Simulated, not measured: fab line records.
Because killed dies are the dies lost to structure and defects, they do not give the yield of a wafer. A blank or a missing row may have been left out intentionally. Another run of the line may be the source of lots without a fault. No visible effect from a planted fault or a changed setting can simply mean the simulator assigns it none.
Which tool is to blame? -- flow gf180mcu -- 11 lots with 33 wafers sampled at 2 steps, on a route of 602 steps

== WHAT THE GAUGES SHOWED, per wafer ==
GF_V3_RS_MEAS_24: a four-point-probe measurement.
lot,measured,on,V3_W_RS (ohm/sq)
L950,day 22 15:44,film metro-01,0.332 0.334 0.332
L951,day 23 01:06,film metro-04,0.323 0.326 0.325
L952,day 23 15:02,film metro-01,0.329 0.329 0.328
L958,day 26 03:28,film metro-01,0.327 0.328 0.329
L961,day 26 14:43,film metro-04,0.324 0.323 0.325
L962,day 26 23:22,film metro-04,0.330 0.190 0.329 0.328 0.190 0.329
L963,day 27 08:20,film metro-04,0.187 0.324 0.328 0.187 0.324 0.327
L965,day 27 21:31,film metro-03,0.325 0.324 0.325
L966,day 28 01:22,film metro-04,0.328 0.325 0.328
L967,day 28 08:14,film metro-03,0.322 0.326 0.323
L968,day 28 17:41,film metro-04,0.324 0.326 0.325

== WHICH TOOL RAN EACH LOT (tool, then ch and the chambers of the sampled wafers, then the start) ==
lot,GF_V3_CVD_23
L950,"cvd w-01 ch 0,1, day 22 15:37"
L951,"cvd w-01 ch 0,1, day 23 00:59"
L952,"cvd w-01 ch 0,1, day 23 14:55"
L958,"cvd w-02 ch 0,1, day 26 03:20"
L961,"cvd w-01 ch 0,1, day 26 14:37"
L962,"cvd w-01 ch 0,1, day 26 23:14"
L963,"cvd w-01 ch 0,1, day 27 08:14"
L965,"cvd w-02 ch 0,1, day 27 21:23"
L966,"cvd w-02 ch 0,1, day 28 01:14"
L967,"cvd w-02 ch 0,1, day 28 08:07"
L968,"cvd w-02 ch 0,1, day 28 17:35"
- GF_V3_CVD_23: deposits W, target thk 350 nm, time 104.9 s.

== THE ANSWER, worked out from the rows above alone ==
Rule: the lots themselves supply what counts as usual. Put in order of their means at a reading, lots are off if they are a third of the lots or fewer, leave a main group of 4 or more, and stand apart from it by a gap of 3 or more times the standard deviation of the main group's means; of several such gaps the widest counts. A main group is skipped when, at the precision printed for the reading in the tables above, its means are all equal. A lot without any number at a reading at which 4 lots or more have one is off too. All remaining lots with rows at the step are treated as sound.
Off: L962, L963, seen at GF_V3_RS_MEAS_24 (V3_W_RS). The main group has a mean of 0.326 ohm/sq with a standard deviation of 0.0028.
A tool fits if, at a process step before that reading, it ran every lot that is off, and no sound lot after the first of them. The gauges at GF_V3_RS_MEAS_24 are tried like those tools. One candidate fits, namely cvd w-01 at GF_V3_CVD_23. Its last sound lot is L961 (day 26 14:37), its first lot that is off L962 (day 26 23:14): a fault that began between those two fits.

== WHAT WAS PUT IN BY THE SIMULATOR ==
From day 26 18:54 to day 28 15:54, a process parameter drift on cvd w-01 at GF_V3_CVD_23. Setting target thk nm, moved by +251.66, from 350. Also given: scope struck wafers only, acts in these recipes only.
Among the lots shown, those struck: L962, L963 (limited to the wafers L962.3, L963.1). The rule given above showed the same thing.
